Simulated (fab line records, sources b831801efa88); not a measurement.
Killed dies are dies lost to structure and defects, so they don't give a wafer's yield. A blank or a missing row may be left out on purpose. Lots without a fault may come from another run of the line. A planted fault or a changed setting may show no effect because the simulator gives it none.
Which tool did it? | flow sky130 | 12 lots, 36 wafers sampled, at 4 steps of a route of 708

WHAT THE GAUGES READ, wafer by wafer
SKY_NWELL_TW_MEAS_26.
lot  | measured     | on            | NWELL_2_TW
L997 | day 5 00:54  | film_metro-02 | 498 495 497
L999 | day 5 17:40  | film_metro-02 | 498 499 500
L104 | day 7 07:28  | film_metro-01 | 487 487 488
L106 | day 7 18:49  | film_metro-01 | 491 489 488
L107 | day 7 20:13  | film_metro-02 | 496 498 496
L109 | day 8 07:36  | film_metro-01 | 376 375 376
L112 | day 9 01:49  | film_metro-02 | 381 380 383
L114 | day 9 12:25  | film_metro-03 | 497 494 497
L113 | day 9 14:13  | film_metro-02 | 379 378 379
L115 | day 9 22:32  | film_metro-02 | 496 498 495
L118 | day 11 15:28 | film_metro-03 | 496 496 497
L120 | day 11 16:49 | film_metro-03 | 498 495 493

SKY_VT_ADJUST_LVTN_OVL_MEAS_18.
lot  | measured     | on         | VT_ADJUST_LVTN_01_OVL (nm)
L997 | day 7 08:41  | overlay-02 | -1.6 -2.1 -2.2
L999 | day 8 02:04  | overlay-02 | -4.0 -2.8 -4.9
L104 | day 9 21:32  | overlay-02 | -1.6 -1.7 -1.9
L106 | day 10 09:50 | overlay-01 | -4.4 -3.6 -4.0
L107 | day 10 10:52 | overlay-02 | -1.8 -1.4 -0.2
L109 | day 11 01:17 | overlay-02 | -0.9 -2.3 -3.1
L112 | day 11 22:38 | overlay-02 | -1.7 -1.9 -2.3
L114 | day 12 10:41 | overlay-02 | -3.0 -2.5 -3.8
L113 | day 12 12:36 | overlay-02 | 2.5 1.0 2.4
L115 | day 12 21:26 | overlay-01 | -4.0 -5.0 -5.4
L118 | day 14 17:37 | overlay-01 | -2.7 -3.1 -3.1
L120 | day 14 18:58 | overlay-02 | -0.4 -1.9 -0.7

WHICH TOOL RAN EACH LOT (tool, then ch and the chambers of the sampled wafers, then the start)
lot  | SKY_NWELL_IMPLANT_24            | SKY_NWELL_STRIP_25
L997 | implanter-01 ch 0, day 5 00:39  | plasma_asher-04 ch 0,1, day 5 00:48
L999 | implanter-04 ch 0, day 5 17:25  | plasma_asher-02 ch 0,1, day 5 17:33
L104 | implanter-01 ch 0, day 7 07:13  | plasma_asher-04 ch 0,1, day 7 07:22
L106 | implanter-01 ch 0, day 7 18:34  | plasma_asher-01 ch 0,1, day 7 18:43
L107 | implanter-01 ch 0, day 7 20:00  | plasma_asher-02 ch 0,1, day 7 20:08
L109 | implanter-01 ch 0, day 8 07:21  | plasma_asher-01 ch 0,1, day 8 07:30
L112 | implanter-01 ch 0, day 9 01:34  | plasma_asher-01 ch 0,1, day 9 01:42
L114 | implanter-04 ch 0, day 9 12:11  | plasma_asher-01 ch 1, day 9 12:19
L113 | implanter-01 ch 0, day 9 14:00  | plasma_asher-01 ch 0,1, day 9 14:08
L115 | implanter-02 ch 0, day 9 22:19  | plasma_asher-01 ch 0,1, day 9 22:26
L118 | implanter-02 ch 0, day 11 15:13 | plasma_asher-01 ch 0,1, day 11 15:22
L120 | implanter-02 ch 0, day 11 16:34 | plasma_asher-04 ch 0,1, day 11 16:43
- SKY_NWELL_IMPLANT_24
- SKY_NWELL_STRIP_25: strips in O2/N2.

WHAT THE TOOLS THEMSELVES READ (means of the sampled wafers that have a number; where no wafer has one, the mark that the record gives instead)
SKY_NWELL_IMPLANT_24.
lot  | tool         | beam_energy_keV | dose_ions_cm2 | faraday_current_uA
L997 | implanter-01 | 140.01          | 9.2e+12       | 50.9
L999 | implanter-04 | 140.00          | 9.2e+12       | 51.7
L104 | implanter-01 | 139.96          | 9.2e+12       | 51.7
L106 | implanter-01 | 140.00          | 9.2e+12       | 51.8
L107 | implanter-01 | 139.98          | 9.2e+12       | 51.0
L109 | implanter-01 | 140.04          | 3.8e+12       | 21.3
L112 | implanter-01 | 140.00          | 3.8e+12       | 21.0
L114 | implanter-04 | 140.02          | 9.2e+12       | 52.3
L113 | implanter-01 | 140.01          | 3.8e+12       | 20.8
L115 | implanter-02 | 140.02          | 9.2e+12       | 51.7
L118 | implanter-02 | 139.99          | 9.2e+12       | 51.9
L120 | implanter-02 | 139.99          | 9.2e+12       | 53.0

SKY_NWELL_STRIP_25.
lot  | tool            | drypump_motor_current_A (A) | n2_flow_sccm (sccm) | oes_product_au (a.u.) | strip_time_to_endpoint_s (s)
L997 | plasma_asher-04 | 5.7                         | 299.7               | 0.722                 | 36.78
L999 | plasma_asher-02 | 5.9                         | 299.9               | 0.722                 | 37.01
L104 | plasma_asher-04 | 5.7                         | 299.2               | 0.724                 | 37.01
L106 | plasma_asher-01 | 5.2                         | 299.9               | 0.721                 | 36.80
L107 | plasma_asher-02 | 6.1                         | 299.1               | 0.726                 | 37.00
L109 | plasma_asher-01 | 5.2                         | 300.1               | 0.723                 | 37.01
L112 | plasma_asher-01 | 5.1                         | 299.6               | 0.726                 | 36.89
L114 | plasma_asher-01 | 5.2                         | 299.9               | 0.722                 | 37.13
L113 | plasma_asher-01 | 5.1                         | 299.3               | 0.720                 | 36.93
L115 | plasma_asher-01 | 5.1                         | 300.0               | 0.723                 | 36.78
L118 | plasma_asher-01 | 5.2                         | 299.2               | 0.720                 | 36.88
L120 | plasma_asher-04 | 5.8                         | 299.9               | 0.721                 | 36.89

THE ANSWER, worked out from the rows above alone
Rule: what is usual is taken from the lots themselves. Put in order of their means at a reading, lots are off if they are a third of the lots or fewer, leave a main group of 4 or more, and stand apart from it by a gap of 3 or more times the standard deviation of the main group's means; of several such gaps the widest counts. A main group whose means are all the same, to the digits that the tables above print for the reading, isn't used. A lot without any number at a reading at which 4 lots or more have one is off too. The other lots that the step has rows for count as sound. The gauges are gone through in route order, then the tools' own readings, and for those a lot's mean is taken as printed above. The first step at which some lot is off is used, and at that step the reading that is off furthest; a lot without a number counts as furthest.
Off: L109, L112, L113, at SKY_NWELL_TW_MEAS_26 (NWELL_2_TW). The main group: mean 495, standard deviation 3.6.
A tool fits if, at a process step before that reading, it ran every lot that is off, and no sound lot after the first of them. The gauges at SKY_NWELL_TW_MEAS_26 aren't tried: what is off there is off at SKY_NWELL_IMPLANT_24 too, on other tools, and a gauge's error can't cause that. One fits: implanter-01 at SKY_NWELL_IMPLANT_24. Its last sound lot is L107 (day 7 20:00), its first lot that is off L109 (day 8 07:21): a fault that began between those two fits.
The tool's own readings at SKY_NWELL_IMPLANT_24 bear it out: on the lots that are off they differ by more than 5 times the standard deviation of the sound lots' means. dose_ions_cm2 reads 3.8e+12 there against 9.2e+12 on the sound lots; faraday_current_uA reads 21.0 there against 51.8 on the sound lots.

WHAT THE SIMULATOR HAD PUT IN
Process parameter drift: implanter-01, from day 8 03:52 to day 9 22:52, at SKY_NWELL_IMPLANT_24. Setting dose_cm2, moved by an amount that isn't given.
Lots struck among those shown: L109, L112, L113. The rule above found the same.
